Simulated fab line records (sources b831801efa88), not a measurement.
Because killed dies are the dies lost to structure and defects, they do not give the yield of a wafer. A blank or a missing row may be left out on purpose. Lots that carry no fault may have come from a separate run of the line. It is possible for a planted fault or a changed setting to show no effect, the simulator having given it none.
Which tool was responsible? || flow sky130 || 13 lots, 39 wafers sampled, at 4 steps of a route of 708

## WHAT THE GAUGES READ, wafer by wafer
SKY_PASSIVATION_THK_MEAS_03.
{"lot": "L906", "measured": "day 45 00:50", "on": "film metro-03", "PASSIVATION_CVD_02_THK (nm)": "545 560 545"}
{"lot": "L907", "measured": "day 45 03:09", "on": "film metro-04", "PASSIVATION_CVD_02_THK (nm)": "531 540 540"}
{"lot": "L910", "measured": "day 45 16:41", "on": "film metro-02", "PASSIVATION_CVD_02_THK (nm)": "534 530 536"}
{"lot": "L913", "measured": "day 46 17:40", "on": "film metro-02", "PASSIVATION_CVD_02_THK (nm)": "525 552 540"}
{"lot": "L914", "measured": "day 46 19:19", "on": "film metro-02", "PASSIVATION_CVD_02_THK (nm)": "526 523 546"}
{"lot": "L918", "measured": "day 47 17:11", "on": "film metro-02", "PASSIVATION_CVD_02_THK (nm)": "542 539 552"}
{"lot": "L921", "measured": "day 48 16:23", "on": "film metro-02", "PASSIVATION_CVD_02_THK (nm)": "536 539 551"}
{"lot": "L922", "measured": "day 49 07:55", "on": "film metro-03", "PASSIVATION_CVD_02_THK (nm)": "532 535 540"}
{"lot": "L924", "measured": "day 49 18:14", "on": "film metro-04", "PASSIVATION_CVD_02_THK (nm)": "542 548 546"}
{"lot": "L926", "measured": "day 49 23:46", "on": "film metro-04", "PASSIVATION_CVD_02_THK (nm)": "545 547 545"}
{"lot": "L925", "measured": "day 49 23:54", "on": "film metro-02", "PASSIVATION_CVD_02_THK (nm)": "540 533 541"}
{"lot": "L928", "measured": "day 50 05:11", "on": "film metro-02", "PASSIVATION_CVD_02_THK (nm)": "537 545 536"}
{"lot": "L929", "measured": "day 50 07:58", "on": "film metro-03", "PASSIVATION_CVD_02_THK (nm)": "534 545 533"}

## WHICH TOOL RAN EACH LOT (tool, then ch and the chambers of the sampled wafers, then the start)
{"lot": "L906", "SKY_METAL2_SPUTTER_00": "pvd sputter-04, day 35 04:08", "SKY_VIA4_SPUTTER_17": "pvd sputter-03, day 43 23:45", "SKY_METAL5_SPUTTER_00": "pvd sputter-02, day 44 00:26"}
{"lot": "L907", "SKY_METAL2_SPUTTER_00": "pvd sputter-04, day 35 07:13", "SKY_VIA4_SPUTTER_17": "pvd sputter-02, day 44 02:25", "SKY_METAL5_SPUTTER_00": "pvd sputter-04, day 44 03:15"}
{"lot": "L910", "SKY_METAL2_SPUTTER_00": "pvd sputter-02, day 35 20:40", "SKY_VIA4_SPUTTER_17": "pvd sputter-04, day 44 14:53", "SKY_METAL5_SPUTTER_00": "pvd sputter-02, day 44 16:29"}
{"lot": "L913", "SKY_METAL2_SPUTTER_00": "pvd sputter-02, day 37 04:07", "SKY_VIA4_SPUTTER_17": "pvd sputter-04, day 45 18:09", "SKY_METAL5_SPUTTER_00": "pvd sputter-02, day 45 18:55"}
{"lot": "L914", "SKY_METAL2_SPUTTER_00": "pvd sputter-02, day 37 06:37", "SKY_VIA4_SPUTTER_17": "pvd sputter-04, day 45 19:49", "SKY_METAL5_SPUTTER_00": "pvd sputter-02, day 45 20:30"}
{"lot": "L918", "SKY_METAL2_SPUTTER_00": "pvd sputter-01, day 38 08:36", "SKY_VIA4_SPUTTER_17": "pvd sputter-02, day 46 17:48", "SKY_METAL5_SPUTTER_00": "pvd sputter-01, day 46 18:37"}
{"lot": "L921", "SKY_METAL2_SPUTTER_00": "pvd sputter-01, day 39 16:08", "SKY_VIA4_SPUTTER_17": "pvd sputter-03, day 47 18:58", "SKY_METAL5_SPUTTER_00": "pvd sputter-01, day 47 19:41"}
{"lot": "L922", "SKY_METAL2_SPUTTER_00": "pvd sputter-01, day 40 10:03", "SKY_VIA4_SPUTTER_17": "pvd sputter-04, day 48 10:49", "SKY_METAL5_SPUTTER_00": "pvd sputter-02, day 48 11:40"}
{"lot": "L924", "SKY_METAL2_SPUTTER_00": "pvd sputter-01, day 41 05:18", "SKY_VIA4_SPUTTER_17": "pvd sputter-03, day 48 22:56", "SKY_METAL5_SPUTTER_00": "pvd sputter-02, day 48 23:38"}
{"lot": "L926", "SKY_METAL2_SPUTTER_00": "pvd sputter-02, day 41 09:40", "SKY_VIA4_SPUTTER_17": "pvd sputter-04, day 49 04:43", "SKY_METAL5_SPUTTER_00": "pvd sputter-01, day 49 05:24"}
{"lot": "L925", "SKY_METAL2_SPUTTER_00": "pvd sputter-02, day 41 10:38", "SKY_VIA4_SPUTTER_17": "pvd sputter-02, day 49 04:53", "SKY_METAL5_SPUTTER_00": "pvd sputter-04, day 49 05:35"}
{"lot": "L928", "SKY_METAL2_SPUTTER_00": "pvd sputter-04, day 41 15:32", "SKY_VIA4_SPUTTER_17": "pvd sputter-02, day 49 09:00", "SKY_METAL5_SPUTTER_00": "pvd sputter-01, day 49 09:42"}
{"lot": "L929", "SKY_METAL2_SPUTTER_00": "pvd sputter-01, day 41 21:52", "SKY_VIA4_SPUTTER_17": "pvd sputter-02, day 49 14:05", "SKY_METAL5_SPUTTER_00": "pvd sputter-01, day 49 14:46"}
- SKY_METAL2_SPUTTER_00: material Ti, target thk 15 nm, time 10 s.
- SKY_VIA4_SPUTTER_17: material TiN, target thk 20 nm, time 80 s.
- SKY_METAL5_SPUTTER_00: material Ti, target thk 15 nm, time 10 s.

## AS READ BY THE TOOLS THEMSELVES (means over the sampled wafers that have a number; for cases with no such wafer, the mark the record gives instead)
SKY_METAL2_SPUTTER_00.
{"lot": "L906", "tool": "pvd sputter-04", "throttle valve pct (%)": 30.8}
{"lot": "L907", "tool": "pvd sputter-04", "throttle valve pct (%)": 30.5}
{"lot": "L910", "tool": "pvd sputter-02", "throttle valve pct (%)": 29.9}
{"lot": "L913", "tool": "pvd sputter-02", "throttle valve pct (%)": 29.4}
{"lot": "L914", "tool": "pvd sputter-02", "throttle valve pct (%)": 29.7}
{"lot": "L918", "tool": "pvd sputter-01", "throttle valve pct (%)": 29.5}
{"lot": "L921", "tool": "pvd sputter-01", "throttle valve pct (%)": 29.2}
{"lot": "L922", "tool": "pvd sputter-01", "throttle valve pct (%)": 29.3}
{"lot": "L924", "tool": "pvd sputter-01", "throttle valve pct (%)": 30.1}
{"lot": "L926", "tool": "pvd sputter-02", "throttle valve pct (%)": 30.0}
{"lot": "L925", "tool": "pvd sputter-02", "throttle valve pct (%)": 29.6}
{"lot": "L928", "tool": "pvd sputter-04", "throttle valve pct (%)": 29.0}
{"lot": "L929", "tool": "pvd sputter-01", "throttle valve pct (%)": 30.5}

SKY_VIA4_SPUTTER_17.
{"lot": "L906", "tool": "pvd sputter-03", "throttle valve pct (%)": 29.0}
{"lot": "L907", "tool": "pvd sputter-02", "throttle valve pct (%)": 29.8}
{"lot": "L910", "tool": "pvd sputter-04", "throttle valve pct (%)": 30.2}
{"lot": "L913", "tool": "pvd sputter-04", "throttle valve pct (%)": 29.9}
{"lot": "L914", "tool": "pvd sputter-04", "throttle valve pct (%)": 30.4}
{"lot": "L918", "tool": "pvd sputter-02", "throttle valve pct (%)": 29.6}
{"lot": "L921", "tool": "pvd sputter-03", "throttle valve pct (%)": 28.8}
{"lot": "L922", "tool": "pvd sputter-04", "throttle valve pct (%)": 29.7}
{"lot": "L924", "tool": "pvd sputter-03", "throttle valve pct (%)": 30.2}
{"lot": "L926", "tool": "pvd sputter-04", "throttle valve pct (%)": 29.8}
{"lot": "L925", "tool": "pvd sputter-02", "throttle valve pct (%)": 29.7}
{"lot": "L928", "tool": "pvd sputter-02", "throttle valve pct (%)": 29.9}
{"lot": "L929", "tool": "pvd sputter-02", "throttle valve pct (%)": 29.8}

SKY_METAL5_SPUTTER_00.
{"lot": "L906", "tool": "pvd sputter-02", "throttle valve pct (%)": 29.7}
{"lot": "L907", "tool": "pvd sputter-04", "throttle valve pct (%)": 29.8}
{"lot": "L910", "tool": "pvd sputter-02", "throttle valve pct (%)": 29.5}
{"lot": "L913", "tool": "pvd sputter-02", "throttle valve pct (%)": 29.6}
{"lot": "L914", "tool": "pvd sputter-02", "throttle valve pct (%)": 29.7}
{"lot": "L918", "tool": "pvd sputter-01", "throttle valve pct (%)": 29.4}
{"lot": "L921", "tool": "pvd sputter-01", "throttle valve pct (%)": 30.6}
{"lot": "L922", "tool": "pvd sputter-02", "throttle valve pct (%)": 29.4}
{"lot": "L924", "tool": "pvd sputter-02", "throttle valve pct (%)": 29.5}
{"lot": "L926", "tool": "pvd sputter-01", "throttle valve pct (%)": 29.1}
{"lot": "L925", "tool": "pvd sputter-04", "throttle valve pct (%)": 30.1}
{"lot": "L928", "tool": "pvd sputter-01", "throttle valve pct (%)": 29.2}
{"lot": "L929", "tool": "pvd sputter-01", "throttle valve pct (%)": 29.2}

## THE ANSWER, worked out from the rows above alone
Rule: the usual values come from the lots themselves. The widest of any qualifying gaps counts: lots, ordered by their means at a reading, are off when they make up no more than a third of the lots, leave a main group of 4 or more, and stand apart from it by 3 or more times the standard deviation of that group's means. A main group is skipped when, at the precision printed for the reading in the tables above, its means are all equal. A lot without any number at a reading at which 4 lots or more have one is off too. All remaining lots with rows at the step are treated as sound. The gauges are gone through in route order, then the tools' own readings, and for those a lot's mean is taken as printed above. At the first step where some lot is off, the reading lying furthest off is the one used; lots without a number count as furthest.
No lot is off on any of the readings shown, so nothing can be concluded from this.

## WHAT THE SIMULATOR HAD INSERTED
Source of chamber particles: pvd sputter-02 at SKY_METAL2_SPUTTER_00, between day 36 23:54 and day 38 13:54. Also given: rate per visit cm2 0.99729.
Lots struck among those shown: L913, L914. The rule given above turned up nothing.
